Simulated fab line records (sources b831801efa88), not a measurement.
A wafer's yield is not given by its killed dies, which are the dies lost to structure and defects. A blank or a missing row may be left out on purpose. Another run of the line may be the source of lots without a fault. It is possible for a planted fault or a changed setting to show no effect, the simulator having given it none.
What tool caused it?    flow gf180mcu    36 wafers from 12 lots sampled at 3 of the route's 602 steps

## WHAT EACH GAUGE READ, for each wafer
GF_M3_RS_MEAS_05: measures by four-point-probe.
lot   measured      on             M3_ALCU_RS (ohm/sq)
L578  day 20 06:53  film_metro-01  0.0710 0.0705 0.0692
L580  day 21 03:19  film_metro-02  0.0711 0.0708 0.0708
L583  day 22 09:43  film_metro-01  0.0689 0.0694 0.0690
L584  day 22 15:54  film_metro-01  0.0699 0.0717 0.0718
L585  day 23 00:35  film_metro-01  0.0687 0.0691 0.0708
L586  day 23 11:34  film_metro-01  0.0689 0.0691 0.0690
L587  day 23 20:09  film_metro-03  0.0686 0.0689 0.0703
L589  day 24 18:33  film_metro-02  0.0697 0.0701 0.0707
L596  day 26 14:25  film_metro-03  0.0686 0.0697 0.0696
L599  day 27 16:18  film_metro-02  0.0691 0.0695 0.0689
L600  day 27 19:54  film_metro-02  0.0694 0.0697 0.0703
L601  day 27 23:08  film_metro-02  0.0687 0.0690 0.0693

GF_M3_OVL_MEAS_15.
lot   measured      on          M3_OVL (nm)
L578  day 21 06:26  overlay-02  -1 -2 -1
L580  day 22 03:01  overlay-02  5 0 5
L583  day 23 08:58  overlay-02  -9 -9 -10
L584  day 23 14:38  overlay-02  -11 -2 -4
L585  day 23 22:41  overlay-02  -15 -5 -13
L586  day 24 09:44  overlay-02  -10 -8 -12
L587  day 24 18:05  overlay-02  -7 -11 -11
L589  day 25 15:26  overlay-02  -9 -2 -7
L596  day 27 10:17  overlay-01  -13 -14 -11
L599  day 28 11:47  overlay-02  8 -1 3
L600  day 28 15:14  overlay-02  -2 -3 -4
L601  day 28 18:59  overlay-02  -11 -5 -9

## WHAT TOOL EACH LOT RAN ON (gives the tool, then ch and the chambers of the sampled wafers, and finally the start)
lot   GF_M3_SPUTTER_02
L578  pvd_sputter-02, day 20 06:44
L580  pvd_sputter-02, day 21 03:13
L583  pvd_sputter-04, day 22 09:37
L584  pvd_sputter-02, day 22 15:47
L585  pvd_sputter-01, day 23 00:28
L586  pvd_sputter-04, day 23 11:27
L587  pvd_sputter-04, day 23 20:04
L589  pvd_sputter-04, day 24 18:28
L596  pvd_sputter-01, day 26 14:17
L599  pvd_sputter-02, day 27 16:11
L600  pvd_sputter-02, day 27 19:46
L601  pvd_sputter-01, day 27 23:02
- GF_M3_SPUTTER_02: material AlCu, target thk 450 nm, time 23.9 s.

## AS READ BY THE TOOLS THEMSELVES (means over the sampled wafers that have a number; for cases with no such wafer, the mark the record gives instead)
GF_M3_SPUTTER_02.
lot   tool            throttle_valve_pct (%)
L578  pvd_sputter-02  29.8
L580  pvd_sputter-02  30.9
L583  pvd_sputter-04  31.4
L584  pvd_sputter-02  30.5
L585  pvd_sputter-01  28.2
L586  pvd_sputter-04  31.1
L587  pvd_sputter-04  31.0
L589  pvd_sputter-04  31.1
L596  pvd_sputter-01  29.2
L599  pvd_sputter-02  28.9
L600  pvd_sputter-02  29.9
L601  pvd_sputter-01  29.0

## THE ANSWER, worked out from the rows above alone
Rule: usual is defined by the lots themselves. The widest of any qualifying gaps counts: lots, ordered by their means at a reading, are off when they make up no more than a third of the lots, leave a main group of 4 or more, and stand apart from it by 3 or more times the standard deviation of that group's means. The tables above print the reading to a certain number of digits; a main group whose means all agree to those digits is not used. A lot without any number at a reading at which 4 lots or more have one is off too. Where the step has rows for the other lots, those lots are counted as sound. The gauges are gone through in route order, then the tools' own readings, and for those a lot's mean is taken as printed above. The first step at which some lot is off is used, and at that step the reading that is off furthest; a lot without a number counts as furthest.
No lot is off at any reading shown: from this, nothing can be told.

## WHAT HAD BEEN PUT IN BY THE SIMULATOR
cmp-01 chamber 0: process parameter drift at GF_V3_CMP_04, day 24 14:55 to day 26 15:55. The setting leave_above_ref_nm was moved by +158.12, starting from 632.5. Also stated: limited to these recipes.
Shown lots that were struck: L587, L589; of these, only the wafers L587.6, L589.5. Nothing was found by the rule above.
